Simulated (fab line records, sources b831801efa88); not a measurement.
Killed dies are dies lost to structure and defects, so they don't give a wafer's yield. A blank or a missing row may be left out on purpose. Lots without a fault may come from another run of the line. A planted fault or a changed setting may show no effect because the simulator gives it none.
Which tool did it? | flow gf180mcu | 14 lots, 42 wafers sampled, at 4 steps of a route of 602

WHAT THE GAUGES READ, wafer by wafer
GF_CONTACT_THK_MEAS_03. Usual: CONTACT_CVD_02_THK 859 nm, standard deviation 11.
lot  | measured     | on            | CONTACT_CVD_02_THK (nm) | flag
L237 | day 15 03:15 | film_metro-02 | 852 865 868             |
L239 | day 16 03:46 | film_metro-01 | 849 875 856             |
L241 | day 16 14:52 | film_metro-01 | 854 873 873             |
L248 | day 19 06:43 | film_metro-02 | 845 859 861             |
L249 | day 19 15:01 | film_metro-01 | 852 867 865             |
L250 | day 19 22:41 | film_metro-01 | 845 863 871             |
L253 | day 21 03:46 | film_metro-04 | 857 860 875             |
L254 | day 21 09:25 | film_metro-01 | 857 852 862             |
L255 | day 21 23:12 | film_metro-02 | 847 847 863             |
L256 | day 22 00:07 | film_metro-01 | 853 851 863             |
L257 | day 22 08:47 | film_metro-01 | 845 849 865             |
L258 | day 22 12:38 | film_metro-02 | 849 858 862             |

GF_M2_THK_MEAS_06: measures by xrf. Usual: M2_ALCU_THK 446 nm, standard deviation 4.7.
lot  | measured     | on            | M2_ALCU_THK (nm) | flag
L237 | day 18 04:02 | film_metro-04 | 450 451 451      |
L239 | day 19 06:22 | film_metro-03 | 453 455 454      |
L241 | day 19 19:11 | film_metro-04 | 445 439 440      |
L248 | day 22 10:41 | film_metro-01 | 438 444 442      |
L249 | day 22 18:52 | film_metro-03 | 449 452 452      |
L250 | day 23 04:39 | film_metro-03 | 439 443 443      |
L253 | day 24 06:14 | film_metro-01 | 446 449 445      |
L254 | day 24 11:19 | film_metro-04 | 451 451 451      |
L255 | day 24 23:37 | film_metro-03 | 444 451 446      |
L256 | day 25 00:41 | film_metro-04 | 448 452 454      |
L257 | day 25 09:00 | film_metro-03 | 448 442 448      |
L258 | day 25 13:10 | film_metro-01 | 454 449 450      |

WHICH TOOL RAN EACH LOT (tool, then ch and the chambers of the sampled wafers, then the start)
lot  | GF_DUAL_GATE_OXIDATION_15     | GF_M2_SPUTTER_03
L237 | furnace-01 ch 0, day 8 09:21  | pvd_sputter-04, day 18 03:51
L239 | furnace-01 ch 0, day 9 00:01  | pvd_sputter-04, day 19 06:10
L241 | furnace-02 ch 0, day 9 14:31  | pvd_sputter-01, day 19 19:01
L244 | furnace-02, day 10 12:32      | -
L243 | furnace-01, day 10 12:59      | -
L248 | furnace-01 ch 0, day 11 13:56 | pvd_sputter-04, day 22 10:31
L249 | furnace-02 ch 0, day 11 20:58 | pvd_sputter-02, day 22 18:41
L250 | furnace-01 ch 0, day 12 02:44 | pvd_sputter-04, day 23 04:28
L253 | furnace-02 ch 0, day 13 02:43 | pvd_sputter-04, day 24 06:03
L254 | furnace-02 ch 0, day 13 07:07 | pvd_sputter-04, day 24 11:08
L255 | furnace-02 ch 0, day 13 18:31 | pvd_sputter-04, day 24 23:26
L256 | furnace-02 ch 0, day 13 22:05 | pvd_sputter-01, day 25 00:31
L257 | furnace-02 ch 0, day 14 02:55 | pvd_sputter-02, day 25 08:49
L258 | furnace-01 ch 0, day 14 09:14 | pvd_sputter-01, day 25 12:59
- GF_DUAL_GATE_OXIDATION_15: stabilise 600 s, purge 300 s, target thk 7.098 nm.
- GF_M2_SPUTTER_03: material Ti, target thk 10 nm, time 6.7 s.

WHAT THE TOOLS THEMSELVES READ (means of the sampled wafers that have a number; where no wafer has one, the mark that the record gives instead)
GF_DUAL_GATE_OXIDATION_15. Usual: ox_temp_c 850.0 C, standard deviation 0.36; ox_temp_c_max 854.1, standard deviation 0.97.
lot  | tool       | ox_temp_c (C) | ox_temp_c_max | flag
L237 | furnace-01 | 850.1         | 854.5         |
L239 | furnace-01 | 849.8         | 854.7         |
L241 | furnace-02 | 850.5         | 853.9         |
L244 | furnace-02 | -             | -             | OFF
L243 | furnace-01 | -             | -             | OFF
L248 | furnace-01 | 849.6         | 854.9         |
L249 | furnace-02 | 849.8         | 852.9         |
L250 | furnace-01 | 850.0         | 855.2         |
L253 | furnace-02 | 850.1         | 853.3         |
L254 | furnace-02 | 850.0         | 853.3         |
L255 | furnace-02 | 850.0         | 853.1         |
L256 | furnace-02 | 850.1         | 853.5         |
L257 | furnace-02 | 850.3         | 854.7         |
L258 | furnace-01 | 850.2         | 855.0         |

GF_M2_SPUTTER_03. Usual: substrate_temp_c 299.95 C, standard deviation 0.17; throttle_valve_pct 30.3 %, standard deviation 0.73.
lot  | tool           | substrate_temp_c (C) | throttle_valve_pct (%) | flag
L237 | pvd_sputter-04 | 300.11               | 30.6                   |
L239 | pvd_sputter-04 | 300.04               | 30.7                   |
L241 | pvd_sputter-01 | 300.03               | 30.6                   |
L248 | pvd_sputter-04 | 299.97               | 30.6                   |
L249 | pvd_sputter-02 | 299.97               | 29.4                   |
L250 | pvd_sputter-04 | 299.82               | 30.6                   |
L253 | pvd_sputter-04 | 299.86               | 30.1                   |
L254 | pvd_sputter-04 | 300.02               | 30.5                   |
L255 | pvd_sputter-04 | 299.93               | 30.4                   |
L256 | pvd_sputter-01 | 300.00               | 29.8                   |
L257 | pvd_sputter-02 | 299.95               | 29.8                   |
L258 | pvd_sputter-01 | 299.92               | 29.7                   |

THE ANSWER, worked out from the rows above alone
Rule: a lot is off if the mean of its wafers that have a number lies more than 3 standard deviations from the usual mean. A lot without any number at a reading at which 4 lots or more have one is off too. The other lots that the step has rows for count as sound. The gauges are gone through in route order, then the tools' own readings, and for those a lot's mean is taken as printed above. The first step at which some lot is off is used, and at that step the reading that is off furthest; a lot without a number counts as furthest.
Off: L244, L243, at GF_DUAL_GATE_OXIDATION_15 (ox_temp_c). Without a number there: L244, L243.
A tool fits if, at that step or a process step before it, it ran every lot that is off, and no sound lot after the first of them. None of those tried fits.

WHAT THE SIMULATOR HAD PUT IN
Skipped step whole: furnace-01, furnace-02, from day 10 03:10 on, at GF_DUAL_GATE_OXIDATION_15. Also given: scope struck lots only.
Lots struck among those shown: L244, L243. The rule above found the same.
